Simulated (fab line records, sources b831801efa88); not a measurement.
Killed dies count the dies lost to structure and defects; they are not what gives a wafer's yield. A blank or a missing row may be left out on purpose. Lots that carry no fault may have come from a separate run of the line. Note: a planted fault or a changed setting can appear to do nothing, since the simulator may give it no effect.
Which tool was responsible? || flow sky130 || route of 708 steps, sampled at 1 step: 6 lots, 18 wafers

## WHAT EACH GAUGE READ, for each wafer
SKY_VT_ADJUST_HVTP_CD_MEAS_07: the cd target is 380 nm.
{"lot": "L592", "measured": "day 6 20:00", "on": "cdSem-01", "cdNm (nm)": "380.5 380.8 380.5"}
{"lot": "L594", "measured": "day 7 06:14", "on": "cdSem-01", "cdNm (nm)": "382.1 383.6 383.9"}
{"lot": "L599", "measured": "day 9 04:55", "on": "cdSem-01", "cdNm (nm)": "382.4 382.5 380.1"}
{"lot": "L605", "measured": "day 10 07:25", "on": "cdSem-02", "cdNm (nm)": "383.8 380.3 380.3"}
{"lot": "L609", "measured": "day 11 10:08", "on": "cdSem-02", "cdNm (nm)": "373.9 375.6 376.7"}
{"lot": "L613", "measured": "day 12 11:43", "on": "cdSem-01", "cdNm (nm)": "377.6 379.1 378.2"}

## WHICH TOOL RAN EACH LOT (tool, then ch and the chambers of the sampled wafers, then the start)
There is no process step in the record ahead of these readings.

## THE ANSWER, worked out from the rows above alone
Rule: what is usual is taken from the lots themselves. Put in order of their means at a reading, lots are off if they are a third of the lots or fewer, leave a main group of 4 or more, and stand apart from it by a gap of 3 or more times the standard deviation of the main group's means; of several such gaps the widest counts. A main group whose means are all the same, to the digits that the tables above print for the reading, isn't used. A lot without any number at a reading at which 4 lots or more have one is off too. Where the step has rows for the other lots, those lots are counted as sound.
No lot is off on any of the readings shown, so nothing can be concluded from this.

## WHAT HAD BEEN PUT IN BY THE SIMULATOR
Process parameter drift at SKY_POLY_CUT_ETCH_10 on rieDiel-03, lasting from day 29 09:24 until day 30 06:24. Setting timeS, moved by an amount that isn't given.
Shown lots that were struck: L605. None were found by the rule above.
